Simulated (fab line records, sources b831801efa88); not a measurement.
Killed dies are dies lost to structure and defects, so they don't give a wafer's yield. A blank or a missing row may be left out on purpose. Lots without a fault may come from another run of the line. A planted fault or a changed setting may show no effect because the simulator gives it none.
fab line records | flow sky130 | part 2 of 2: steps 26 to 35 of 35
record lots=5 wafers=15 last_day=50
route steps=708 shown VT_ADJUST_NCORE@119 VT_ADJUST_HVTR@131 VT_ADJUST_PCH@143
lots that met no fault: from a run of the same line without faults
start_h: hours from the record's first day to the start of the lot's first wafer shown | wait_h: hours since the lot's step before | " the same as in the row above | L1.1+2: a row that stands for several wafers | - no value, or no start given | * or withheld: withheld | < > ~ a bound
route shown NAME@n: a module of which the file shows steps, and the number in the route of the first | usual: mean/standard deviation of fault-free wafers | same: alike in all rows | chamber/n: place in a boat | sites: the reading at each site | _std_site: their standard deviation | _edge_site: outer sites' mean less inner sites' | radius_mm: how far each site lies from the wafer's centre | mask NAME#n: copy n | behind: the tool/chamber that last shaped the wafer | hold: why the lot was held/for how many hours/how that ended | device: the transistor (n, p or np) that didn't switch | end of line: the same wafers' tests at the end of the route | a step without rows: its recipe alone | killed: dies lost to structure and defects at the first sort, not the wafer's yield | map: a wafer's dies, x killed, . not, _ none there
set.NAME: the setting as run; set.NAME@STEP: as run at that earlier step | model.NAME: the simulator's own value behind a step, which no gauge read
lots at some steps of the route; a table a step, a row a wafer
services: from which hour (start_h, from the record's first day; less than 0 if before it) a tool's chamber was out of use, for how many hours, and why
## steps
# step SKY_VT_ADJUST_PCH_HMDS_01
# recipe prime_time_s=60 prime_temp_c=120
# usual resist_line_temp_C=22.99/0.096
# columns lot.wafer tool chamber start_h wait_h resist_line_temp_C
L074.3 litho_track-01 0 231.95 0.1 23.00
L074.5 " 0 " " 22.99
L074.6 " 0 " " 22.95
L076.1 litho_track-02 0 237.38 0.1 22.86
L076.4 " 0 " " 22.92
L076.6 " 0 " " 22.83
L087.1 litho_track-04 0 318.37 0.1 23.03
L087.4 " 0 " " 23.00
L087.6 " 0 " " 22.96
L091.3 litho_track-02 0 341.18 0.1 22.97
L091.5 " 0 " " 23.16
L091.6 " 0 " " 23.00
L096.1 litho_track-04 0 389.07 0.1 22.98
L096.2 " 0 " " 22.93
L096.3 " 0 " " 22.97
# step SKY_VT_ADJUST_PCH_COAT_02
# recipe spin_rpm=2000 resist_thk_nm=3000
# usual resist_line_temp_C=22.98/0.1
# columns lot.wafer tool chamber start_h wait_h resist_line_temp_C
L074.3 litho_track-01 0 232.10 0.1 22.77
L074.5 " 0 " " 22.85
L074.6 " 0 " " 23.02
L076.1 litho_track-02 0 237.53 0.1 23.09
L076.4 " 0 " " 23.00
L076.6 " 0 " " 23.19
L087.1 litho_track-04 0 318.52 0.1 22.89
L087.4 " 0 " " 22.76
L087.6 " 0 " " 23.04
L091.3 litho_track-02 0 341.33 0.1 22.99
L091.5 " 0 " " 22.94
L091.6 " 0 " " 23.01
L096.1 litho_track-04 0 389.22 0.1 22.98
L096.2 " 0 " " 23.13
L096.3 " 0 " " 23.05
# step SKY_VT_ADJUST_PCH_SOFTBAKE_03
# recipe temp_c=110 time_s=withheld
# usual resist_line_temp_C=22.98/0.11
# columns lot.wafer tool chamber start_h wait_h resist_line_temp_C
L074.3 litho_track-01 0 232.27 0.1 22.80
L074.5 " 0 " " 23.02
L074.6 " 0 " " 22.89
L076.1 litho_track-02 0 237.68 0.1 23.12
L076.4 " 0 " " 23.10
L076.6 " 0 " " 22.96
L087.1 litho_track-04 0 318.67 0.1 23.12
L087.4 " 0 " " 23.19
L087.6 " 0 " " 23.17
L091.3 litho_track-02 0 341.50 0.1 22.90
L091.5 " 0 " " 22.99
L091.6 " 0 " " 22.79
L096.1 litho_track-04 0 389.37 0.1 23.02
L096.2 " 0 " " 22.94
L096.3 " 0 " " 22.97
# step SKY_VT_ADJUST_PCH_EXPOSE_04
# recipe mask_id=NWM na=0.6 source_shape=conventional sigma_outer=0.6 polarization=unpolarized target_cd_nm=840 dose_mj=255
# columns lot.wafer tool chamber start_h wait_h mask
L074.3+5+6 iline_stepper-01 0 - - NWM#0
L076.1+4+6 iline_stepper-02 0 - - NWM#0
L087.1+4+6 iline_stepper-02 0 - - NWM#0
L091.3+5+6 iline_stepper-02 0 - - NWM#0
L096.1+2+3 iline_stepper-02 0 - - NWM#0
# step SKY_VT_ADJUST_PCH_PEB_05
# recipe temp_c=115 time_s=withheld
# usual resist_line_temp_C=22.99/0.1
# columns lot.wafer tool chamber start_h wait_h resist_line_temp_C
L074.3 litho_track-04 0 - - 22.94
L074.5 " 0 " " 23.07
L074.6 " 0 " " 22.93
L076.1 litho_track-02 0 - - 23.15
L076.4 " 0 " " 23.13
L076.6 " 0 " " 23.08
L087.1 litho_track-01 0 - - 22.98
L087.4 " 0 " " 22.97
L087.6 " 0 " " 22.96
L091.3 litho_track-01 0 - - 23.01
L091.5 " 0 " " 23.00
L091.6 " 0 " " 22.89
L096.1 litho_track-01 0 - - 22.99
L096.2 " 0 " " 22.97
L096.3 " 0 " " 23.06
# step SKY_VT_ADJUST_PCH_DEVELOP_06
# recipe wall_angle_deg=90 developer=TMAH develop_time_s=60 dev_temp_c=23
# usual resist_line_temp_C=23.01/0.11
# columns lot.wafer tool chamber start_h wait_h resist_line_temp_C
L074.3 litho_track-04 0 - - 22.82
L074.5 " 0 " " 22.90
L074.6 " 0 " " 22.95
L076.1 litho_track-02 0 - - 22.99
L076.4 " 0 " " 22.93
L076.6 " 0 " " 22.82
L087.1 litho_track-01 0 - - 23.08
L087.4 " 0 " " 22.92
L087.6 " 0 " " 23.02
L091.3 litho_track-01 0 - - 23.07
L091.5 " 0 " " 22.94
L091.6 " 0 " " 22.92
L096.1 litho_track-01 0 - - 23.04
L096.2 " 0 " " 23.01
L096.3 " 0 " " 23.00
# step SKY_VT_ADJUST_PCH_OVL_MEAS_07
# usual VT_ADJUST_PCH_OVL=0.6/1.3
# columns lot.wafer tool chamber start_h wait_h VT_ADJUST_PCH_OVL[nm]
L074.3 overlay-01 - 243.28 - -0.7
L074.5 " - " " -1.1
L074.6 " - " " -0.3
L076.1 overlay-01 - 248.83 - 1.4
L076.4 " - " " 0.9
L076.6 " - " " 1.2
L087.1 overlay-02 - 331.30 - 0.7
L087.4 " - " " -1.6
L087.6 " - " " 0.4
L091.3 overlay-01 - 354.51 - -0.6
L091.5 " - " " 2.6
L091.6 " - " " -0.6
L096.1 overlay-01 - 404.30 - 1.7
L096.2 " - " " 1.2
L096.3 " - " " 2.1
# step SKY_VT_ADJUST_PCH_IMPLANT_08
# recipe species=B energy_kev=10 dose_cm2=5e+11 tilt_deg=withheld
# usual dose_ions_cm2=4.999e+11/4.6e+08
# columns lot.wafer tool chamber start_h wait_h dose_ions_cm2
L074.3 implanter-02 0 243.35 0.1 5.004e+11
L074.5 " 0 " " 5.003e+11
L074.6 " 0 " " 4.994e+11
L076.1 implanter-04 0 248.86 0.0 4.988e+11
L076.4 " 0 " " 4.993e+11
L076.6 " 0 " " 4.998e+11
L087.1 implanter-04 0 331.34 0.0 4.996e+11
L087.4 " 0 " " 5.001e+11
L087.6 " 0 " " 5.004e+11
L091.3 implanter-03 0 354.59 0.1 5.003e+11
L091.5 " 0 " " 4.994e+11
L091.6 " 0 " " 4.999e+11
L096.1 implanter-02 0 404.34 0.0 5.001e+11
L096.2 " 0 " " 5.007e+11
L096.3 " 0 " " 5e+11
# step SKY_VT_ADJUST_PCH_STRIP_09
# recipe chemistry=O2/N2 power_w=1400 pressure_mtorr=1500 platen_temp_c=withheld o2_flow_sccm=3000 n2_flow_sccm=300 overash_fraction=0.5
# usual drypump_motor_current_A=5.8/0.33 oes_product_au=0.722/0.0044 strip_time_to_endpoint_s=36.92/0.1
# columns lot.wafer tool chamber start_h wait_h drypump_motor_current_A oes_product_au rf_hours_counter_h strip_time_to_endpoint_s
L074.3 plasma_asher-01 1 243.49 0.1 5.7 0.726 - 36.76
L074.5 " 1 " " 5.7 0.714 - 36.80
L074.6 " 0 " " 5.7 0.727 - 36.69
L076.1 plasma_asher-02 0 249.01 0.1 6.3 0.719 58 36.76
L076.4 " 1 " " 5.2 0.725 - 36.83
L076.6 " 1 " " 5.2 0.730 - 36.74
L087.1 plasma_asher-03 0 331.49 0.1 6.0 0.717 51 37.00
L087.4 " 0 " " 6.0 0.725 - 37.02
L087.6 " 1 " " 5.7 0.722 - 37.09
L091.3 plasma_asher-02 0 354.72 0.1 6.4 0.720 - 36.88
L091.5 " 1 " " 5.2 0.718 - 36.89
L091.6 " 0 " " 6.4 0.729 - 36.90
L096.1 plasma_asher-01 1 404.49 0.1 5.7 0.726 28 36.98
L096.2 " 0 " " 5.8 0.719 28 36.92
L096.3 " 0 " " 5.8 0.725 - 37.01
# step SKY_VT_ADJUST_PCH_TW_MEAS_10
# usual VT_ADJUST_PCH_TW=142.5/1.7
# columns lot.wafer tool chamber start_h wait_h VT_ADJUST_PCH_TW
L074.3 film_metro-02 - 243.57 0.1 140.6
L074.5 " - " " 139.6
L074.6 " - " " 140.0
L076.1 film_metro-03 - 249.11 0.1 142.3
L076.4 " - " " 141.6
L076.6 " - " " 142.7
L087.1 film_metro-02 - 331.59 0.1 140.8
L087.4 " - " " 140.6
L087.6 " - " " 141.0
L091.3 film_metro-02 - 354.81 0.1 141.4
L091.5 " - " " 140.2
L091.6 " - " " 140.4
L096.1 film_metro-01 - 404.59 0.1 142.9
L096.2 " - " " 144.3
L096.3 " - " " 144.1
## services
# columns tool chamber start_h hours kind
iline_stepper-02 - 170.72 28.9 pm
implanter-04 - 195.83 4.4 repair
litho_track-04 - 211.55 - consumable_replace:filter
implanter-01 - 214.53 4.1 pm
implanter-01 - 221.34 1.4 repair
plasma_asher-04 - 234.59 5.4 repair
iline_stepper-01 - 238.61 4.4 pm
iline_stepper-02 - 273.94 1.7 pm
plasma_asher-03 - 295.75 0.7 repair
plasma_asher-01 - 297.31 3.7 repair
iline_stepper-02 0 304.14 - calibration
implanter-02 - 304.37 2.2 repair
iline_stepper-01 - 312.94 1.7 pm
implanter-01 - 332.82 1.0 repair
implanter-01 - 347.59 26.1 pm
iline_stepper-01 0 354.48 - calibration
plasma_asher-04 - 362.06 2.8 pm
implanter-03 - 367.53 4.3 pm
implanter-01 - 385.17 5.3 repair
implanter-02 - 385.83 4.6 pm
implanter-02 - 393.01 5.8 repair
implanter-01 - 399.32 5.3 repair
